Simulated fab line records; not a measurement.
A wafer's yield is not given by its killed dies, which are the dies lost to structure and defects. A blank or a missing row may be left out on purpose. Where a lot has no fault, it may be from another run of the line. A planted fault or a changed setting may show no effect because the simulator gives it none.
Struck lot and sound lot, side by side || flow gf180mcu || 17 out of 602 route steps
Sound: the wafers L426.2, L426.4, L426.5. Struck: wafer L437.5 (left out: L437.1, L437.2 of the same lot, which were not struck); the cause appears at the end.
At each step with rows: each side's tool, then ch and its chambers, then its first start. Under that, the readings that differ: sound wafers || struck wafers || difference of the means || sigmas: that difference in standard deviations of wafers without a fault.
alike: readings whose means differ by less than 2 such deviations, and words and numbers that are the same on both sides. not compared: withheld readings, readings that some wafer has no value for, bounds like >300 that may hide the same value, and numbers for which the record gives no deviation and whose values overlap.
Wherever a step has rows on one side only, a row that says differs or no value, or a row with sigmas, the two part there. When numbers do not overlap yet have no deviation, they are printed without sigmas and do not part them. A reading missing from all wafers of one side parts the sides only when that side holds two or more wafers.

first, 1 step without rows for these wafers: GF_STI_DEVELOP_11 (develop time 60 s).
GF_STI_CD_MEAS_12 targets a cd of 220 nm.
  sound on cd_sem-02 at day 2 02:22; struck on cd_sem-01 at day 4 10:10
  alike: cd_nm
GF_STI_ETCH_13: etches the open film in CHF3/O2, stops on Si, target depth 282.31 nm, time 112.9 s.
  sound on rie_diel-01 ch 0,1,2, day 2 02:28; struck on rie_diel-02 ch 0, day 4 10:17
  alike: drypump_motor_current_A, oes_product_au, rf_fwd_power_W, throttle_valve_pct
  not compared: rf_hours_counter_h
GF_STI_ETCH_14: etches Si in HBr/Cl2/O2, target depth 360 nm, time 102.9 s.
  sound on rie_si-01 ch 0,2,3, day 2 02:33; struck on rie_si-02 ch 1, day 4 10:22
  alike: drypump_motor_current_A, oes_product_au, rf_fwd_power_W, throttle_valve_pct
  not compared: rf_hours_counter_h
GF_STI_STRIP_15: strips in O2/N2.
  sound on plasma_asher-04 ch 0,1, day 2 02:38; struck on plasma_asher-03 ch 1, day 4 10:26
{"reading": "drypump_motor_current_A (A)", "sound": "5.7 5.7 5.6", "struck": 6.6, "difference": "+0.9", "sigmas": "+2"}
  alike: heater_power_w, o2_flow_sccm, oes_product_au, strip_time_to_endpoint_s
  not compared: rf_hours_counter_h
then, 6 steps without rows for these wafers: GF_STI_CLEAN_16 (cleans in dHF, time 25 s); GF_STI_WET_ETCH_17 (etches Si3N4 in H3PO4, target depth 45 nm, time 514 s); GF_STI_CLEAN_18 (cleans in SC1/SC2, time 150 s); GF_STI_CLEAN_19 (cleans in dHF, time 20 s); GF_STI_WET_ETCH_20 (etches SiO2 in dHF, target depth 20 nm, time 400 s); GF_STI_OXIDATION_21 (stabilise 600 s, purge 300 s, target thk 15 nm).
GF_STI_THK_MEAS_22:
  sound on film_metro-03 at day 2 10:21; struck on film_metro-03 at day 4 12:01
{"reading": "STI_OXIDATION_01_THK (nm)", "sound": "15.12 15.13 15.23", "struck": 14.06, "difference": -1.10, "sigmas": -4}
GF_STI_CVD_23: deposits SiO2, target thk 650 nm, time 108.3 s.
  sound on hdpcvd-01 ch 0,1, day 2 10:24; struck on hdpcvd-01 ch 0, day 4 12:04
{"reading": "model.SiO2_of_STI_CVD_23.thk_nm (nm)", "sound": "653 648.9 653", "struck": 807.1, "difference": "+155.5", "sigmas": ""}
GF_STI_THK_MEAS_24:
  sound on film_metro-02 at day 2 10:32; struck on film_metro-03 at day 4 12:09
{"reading": "STI_CVD_23_THK (nm)", "sound": "653 649 653", "struck": 807, "difference": "+155", "sigmas": "+23"}
GF_STI_CMP_25: polishes, stops on Si3N4, t overpolish 33 s, target thk 524.6 nm.
  sound on cmp-02 ch 0,1,3, day 2 11:03; struck on cmp-02 ch 1, day 4 12:19
{"reading": "time_to_endpoint_s (s)", "sound": "121 116 119", "struck": 156, "difference": "+37", "sigmas": "+8"}
  alike: motor_current_A
then, 2 steps without rows for these wafers: GF_STI_WET_ETCH_26 (etches SiO2 in dHF, target depth 94 nm, time 188 s); GF_PASSIVATION_PROBE_99.

WHERE THEY PART
At GF_STI_STRIP_15 first; at GF_STI_CMP_25 last (within this record only).

WHY: the cause the simulator had injected
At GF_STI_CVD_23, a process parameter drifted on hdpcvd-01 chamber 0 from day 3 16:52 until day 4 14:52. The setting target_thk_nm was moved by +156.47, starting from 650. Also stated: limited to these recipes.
